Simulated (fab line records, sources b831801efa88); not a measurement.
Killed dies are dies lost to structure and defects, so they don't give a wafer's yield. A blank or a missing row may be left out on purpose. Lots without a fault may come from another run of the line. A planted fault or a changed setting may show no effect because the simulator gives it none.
Tool commonality check | flow gf180mcu | 13 lots, 39 wafers sampled

WHY IT WAS OPENED
At GF_PSD_RS_MEAS_14 the reading NSD_RS is flagged on 3 of 13 lots. Wafers without a fault read 46.14 ohm/sq, standard deviation 0.09.
Rule: a lot is flagged when every wafer of it that has a number lies more than 4 standard deviations from that mean, or none has a number. The other lots count as sound.

lot  | measured     | on            | NSD_RS (ohm/sq), wafer by wafer | flag
L827 | day 14 03:31 | film_metro-02 | 46.16 46.21 46.21               |
L829 | day 14 20:50 | film_metro-01 | 46.06 46.01 46.05               |
L830 | day 15 06:02 | film_metro-04 | 46.13 46.05 46.12               |
L831 | day 15 10:32 | film_metro-01 | 46.03 46.01 46.00               |
L832 | day 16 00:24 | film_metro-04 | 46.09 46.17 46.14               |
L834 | day 16 18:07 | film_metro-04 | 46.09 46.10 45.90               |
L842 | day 19 21:38 | film_metro-04 | 46.19 46.22 46.22               |
L843 | day 20 05:07 | film_metro-02 | 45.31 45.19 45.11               | FLAGGED
L844 | day 20 11:32 | film_metro-02 | 45.18 45.17 45.20               | FLAGGED
L845 | day 20 17:53 | film_metro-02 | 46.28 46.15 46.28               |
L846 | day 21 01:03 | film_metro-02 | 45.24 45.18 45.17               | FLAGGED
L847 | day 21 11:06 | film_metro-04 | 46.19 46.00 46.10               |
L850 | day 22 05:16 | film_metro-01 | 46.03 46.05 46.10               |
The numbers of the flagged lots are 45.19 ohm/sq on average: -0.95 ohm/sq against the usual, or -11 standard deviations.

WHICH TOOL RAN EACH LOT
The record holds 1 process step before the reading, out of a route of 602 steps. In each cell: the tool, then ch and the chambers that the sampled wafers went through, then the start.
lot  | flag    | GF_PSD_RTA_13
L827 |         | rtp_anneal-02 ch 0, day 14 03:25
L829 |         | rtp_anneal-02 ch 0, day 14 20:44
L830 |         | rtp_anneal-02 ch 0, day 15 05:56
L831 |         | rtp_anneal-01 ch 0, day 15 10:27
L832 |         | rtp_anneal-01 ch 0, day 16 00:19
L834 |         | rtp_anneal-02 ch 0, day 16 18:02
L842 |         | rtp_anneal-02 ch 0, day 19 21:32
L843 | FLAGGED | rtp_anneal-02 ch 0, day 20 05:01
L844 | FLAGGED | rtp_anneal-02 ch 0, day 20 11:28
L845 |         | rtp_anneal-01 ch 0, day 20 17:49
L846 | FLAGGED | rtp_anneal-02 ch 0, day 21 00:58
L847 |         | rtp_anneal-01 ch 0, day 21 11:01
L850 |         | rtp_anneal-01 ch 0, day 22 05:10
What these steps do:
- GF_PSD_RTA_13: time 20 s.
- GF_PSD_RS_MEAS_14: measures by four-point-probe.

FLAGGED OVER TOTAL, TOOL BY TOOL (the gauges that took the reading come last)
step              | tool          | lots run | flagged | share of the flagged lots | sound lots run after its first flagged lot
GF_PSD_RTA_13     | rtp_anneal-01 | 5        | 0       | none                      | -
GF_PSD_RTA_13     | rtp_anneal-02 | 8        | 3       | all                       | 0
GF_PSD_RS_MEAS_14 | film_metro-01 | 3        | 0       | none                      | -
GF_PSD_RS_MEAS_14 | film_metro-02 | 5        | 3       | all                       | 1 (L845)
GF_PSD_RS_MEAS_14 | film_metro-04 | 5        | 0       | none                      | -

WHAT THE TABLE ALLOWS
2 rows of the table ran every flagged lot: rtp_anneal-02 at GF_PSD_RTA_13, film_metro-02 at GF_PSD_RS_MEAS_14.
- rtp_anneal-02 at GF_PSD_RTA_13: 3 of its 8 lots flagged. Its last sound lot is L842 (day 19 21:32), its first flagged lot L843 (day 20 05:01): a fault that began between those two fits. Its own readings lie more than 4 standard deviations out on every wafer of the flagged lots: wafer_temp_C_max.
- film_metro-02 at GF_PSD_RS_MEAS_14: 3 of its 5 lots flagged. Sound lots ran on it after the first flagged one (L845), which a lasting fault on the whole tool wouldn't allow.
One tool is left: rtp_anneal-02 at GF_PSD_RTA_13.

WHAT THE SIMULATOR HAD PUT IN
Process parameter drift: rtp_anneal-02, from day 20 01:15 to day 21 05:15, at GF_PSD_RTA_13. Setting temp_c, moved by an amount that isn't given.
Lots struck among those shown: L843, L844, L846. The rule above found the same.
